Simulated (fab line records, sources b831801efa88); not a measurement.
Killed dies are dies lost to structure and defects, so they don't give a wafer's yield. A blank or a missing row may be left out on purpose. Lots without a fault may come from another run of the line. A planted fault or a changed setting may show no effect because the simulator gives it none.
Which tool did it? | flow sky130 | 13 lots, 39 wafers sampled, at 5 steps of a route of 708

WHAT THE GAUGES READ, wafer by wafer
SKY_VT_ADJUST_NCORE_OVL_MEAS_08.
lot  | measured     | on         | VT_ADJUST_NCORE_OVL (nm)
L239 | day 9 00:19  | overlay-02 | 1.2 -0.1 -0.6
L242 | day 9 17:52  | overlay-02 | 0.7 3.9 1.2
L243 | day 10 03:57 | overlay-01 | 2.0 0.8 2.2
L244 | day 10 06:05 | overlay-02 | 1.5 0.5 1.9
L250 | day 12 13:34 | overlay-02 | -1.2 -0.8 -1.6
L251 | day 12 22:50 | overlay-02 | 2.3 -1.4 -1.0
L253 | day 13 06:22 | overlay-01 | 1.5 0.8 -1.5
L255 | day 13 19:25 | overlay-02 | 0.4 0.0 -0.2
L254 | day 13 20:32 | overlay-02 | 0.0 0.1 1.5
L256 | day 14 05:32 | overlay-02 | -1.9 -0.1 -1.2
L257 | day 14 11:25 | overlay-02 | 0.0 1.8 1.6
L258 | day 14 14:57 | overlay-01 | 3.1 1.2 0.7
L260 | day 15 09:15 | overlay-02 | 0.0 0.9 1.1

SKY_VT_ADJUST_NCORE_TW_MEAS_11.
lot  | measured     | on            | VT_ADJUST_NCORE_TW
L239 | day 9 00:38  | film_metro-03 | 220.8 221.3 219.0
L242 | day 9 18:10  | film_metro-02 | 217.9 217.5 219.3
L243 | day 10 04:14 | film_metro-03 | 218.3 218.4 218.9
L244 | day 10 06:22 | film_metro-01 | 219.6 220.2 219.8
L250 | day 12 13:51 | film_metro-02 | 216.8 216.5 217.5
L251 | day 12 23:07 | film_metro-02 | 216.5 216.6 216.0
L253 | day 13 06:40 | film_metro-01 | 220.0 219.0 219.6
L255 | day 13 19:42 | film_metro-02 | 216.6 216.4 216.7
L254 | day 13 20:50 | film_metro-03 | 219.5 219.3 218.5
L256 | day 14 05:50 | film_metro-02 | 215.7 216.0 215.6
L257 | day 14 11:42 | film_metro-03 | 222.3 222.7 221.1
L258 | day 14 15:14 | film_metro-02 | 216.9 217.5 217.1
L260 | day 15 09:32 | film_metro-02 | 215.4 216.1 216.4

SKY_VT_ADJUST_PCH_TW_MEAS_10.
lot  | measured     | on            | VT_ADJUST_PCH_TW
L239 | day 10 19:55 | film_metro-03 | 142.1 142.0 141.8
L242 | day 11 15:53 | film_metro-03 | 152.5 151.7 151.8
L243 | day 12 03:19 | film_metro-02 | 149.3 149.6 149.1
L244 | day 12 04:18 | film_metro-02 | 141.8 141.7 141.1
L250 | day 14 18:16 | film_metro-02 | 141.2 141.3 140.4
L251 | day 15 02:46 | film_metro-03 | 142.4 142.4 143.4
L253 | day 15 11:20 | film_metro-02 | 141.1 140.4 141.0
L255 | day 16 01:45 | film_metro-03 | 143.0 143.8 143.6
L254 | day 16 03:32 | film_metro-03 | 144.3 143.1 143.5
L256 | day 16 11:47 | film_metro-04 | 144.5 144.2 144.1
L257 | day 16 20:01 | film_metro-04 | 143.6 143.2 143.9
L258 | day 17 00:04 | film_metro-04 | 142.9 142.7 143.0
L260 | day 17 18:16 | film_metro-03 | 143.5 143.4 143.2

WHICH TOOL RAN EACH LOT (tool, then ch and the chambers of the sampled wafers, then the start)
lot  | SKY_NWELL_RTA_28                 | SKY_VT_ADJUST_PCH_IMPLANT_08
L239 | rtp_anneal-02 ch 0, day 5 17:17  | implanter-03 ch 0, day 10 19:42
L242 | rtp_anneal-01 ch 0, day 6 09:38  | implanter-03 ch 0, day 11 15:40
L243 | rtp_anneal-01 ch 0, day 6 18:17  | implanter-03 ch 0, day 12 03:04
L244 | rtp_anneal-02 ch 0, day 6 20:59  | implanter-01 ch 0, day 12 04:04
L250 | rtp_anneal-02 ch 0, day 8 17:39  | implanter-01 ch 0, day 14 18:01
L251 | rtp_anneal-02 ch 0, day 9 02:49  | implanter-01 ch 0, day 15 02:31
L253 | rtp_anneal-01 ch 0, day 9 10:08  | implanter-03 ch 0, day 15 11:07
L255 | rtp_anneal-01 ch 0, day 9 20:56  | implanter-03 ch 0, day 16 01:30
L254 | rtp_anneal-02 ch 0, day 9 21:49  | implanter-03 ch 0, day 16 03:17
L256 | rtp_anneal-01 ch 0, day 10 02:52 | implanter-02 ch 0, day 16 11:35
L257 | rtp_anneal-01 ch 0, day 10 10:01 | implanter-03 ch 0, day 16 19:46
L258 | rtp_anneal-02 ch 0, day 10 12:10 | implanter-02 ch 0, day 16 23:49
L260 | rtp_anneal-01 ch 0, day 11 01:39 | implanter-02 ch 0, day 17 18:01
- SKY_NWELL_RTA_28: time 30 s.
- SKY_VT_ADJUST_PCH_IMPLANT_08

WHAT THE TOOLS THEMSELVES READ (means of the sampled wafers that have a number; where no wafer has one, the mark that the record gives instead)
SKY_NWELL_RTA_28.
lot  | tool          | lamp_power_pct (%) | ramp_down_c_per_s | wafer_temp_C_max
L239 | rtp_anneal-02 | 25.39              | 89.998            | 1055.3
L242 | rtp_anneal-01 | 25.31              | 90.014            | 1055.3
L243 | rtp_anneal-01 | 25.30              | 90.006            | 1055.7
L244 | rtp_anneal-02 | 25.29              | 90.007            | 1055.4
L250 | rtp_anneal-02 | 25.31              | 90.001            | 1054.8
L251 | rtp_anneal-02 | 25.32              | 89.992            | 1054.2
L253 | rtp_anneal-01 | 25.32              | 90.019            | 1055.4
L255 | rtp_anneal-01 | 25.29              | 89.995            | 1054.7
L254 | rtp_anneal-02 | 25.29              | 89.997            | 1054.8
L256 | rtp_anneal-01 | 25.30              | 90.008            | 1055.1
L257 | rtp_anneal-01 | 25.29              | 90.015            | 1055.9
L258 | rtp_anneal-02 | 25.27              | 89.996            | 1056.1
L260 | rtp_anneal-01 | 25.30              | 89.998            | 1055.3

SKY_VT_ADJUST_PCH_IMPLANT_08.
lot  | tool         | beam_on_s (s) | end_station_pressure_torr (Torr) | faraday_current_uA
L239 | implanter-03 | 9.87          | 5.22e-06                         | 2.85
L242 | implanter-03 | 14.13         | 1.16e-04                         | 2.02
L243 | implanter-03 | 14.41         | 1.15e-04                         | 1.98
L244 | implanter-01 | 10.01         | 5.03e-06                         | 2.79
L250 | implanter-01 | 9.92          | 4.81e-06                         | 2.82
L251 | implanter-01 | 9.98          | 5.07e-06                         | 2.82
L253 | implanter-03 | 9.99          | 4.97e-06                         | 2.80
L255 | implanter-03 | 10.21         | 5.06e-06                         | 2.75
L254 | implanter-03 | 10.01         | 4.84e-06                         | 2.81
L256 | implanter-02 | 10.03         | 5.05e-06                         | 2.79
L257 | implanter-03 | 10.04         | 5.06e-06                         | 2.81
L258 | implanter-02 | 10.14         | 4.73e-06                         | 2.77
L260 | implanter-02 | 10.16         | 4.89e-06                         | 2.76

THE ANSWER, worked out from the rows above alone
Rule: what is usual is taken from the lots themselves. Put in order of their means at a reading, lots are off if they are a third of the lots or fewer, leave a main group of 4 or more, and stand apart from it by a gap of 3 or more times the standard deviation of the main group's means; of several such gaps the widest counts. A main group whose means are all the same, to the digits that the tables above print for the reading, isn't used. A lot without any number at a reading at which 4 lots or more have one is off too. The other lots that the step has rows for count as sound. The gauges are gone through in route order, then the tools' own readings, and for those a lot's mean is taken as printed above. The first step at which some lot is off is used, and at that step the reading that is off furthest; a lot without a number counts as furthest.
Off: L242, L243, at SKY_VT_ADJUST_PCH_TW_MEAS_10 (VT_ADJUST_PCH_TW). The main group: mean 142.7, standard deviation 1.1.
A tool fits if, at a process step before that reading, it ran every lot that is off, and no sound lot after the first of them. The gauges at SKY_VT_ADJUST_PCH_TW_MEAS_10 aren't tried: what is off there is off at SKY_VT_ADJUST_PCH_IMPLANT_08 too, on other tools, and a gauge's error can't cause that. None of those tried fits.

WHAT THE SIMULATOR HAD PUT IN
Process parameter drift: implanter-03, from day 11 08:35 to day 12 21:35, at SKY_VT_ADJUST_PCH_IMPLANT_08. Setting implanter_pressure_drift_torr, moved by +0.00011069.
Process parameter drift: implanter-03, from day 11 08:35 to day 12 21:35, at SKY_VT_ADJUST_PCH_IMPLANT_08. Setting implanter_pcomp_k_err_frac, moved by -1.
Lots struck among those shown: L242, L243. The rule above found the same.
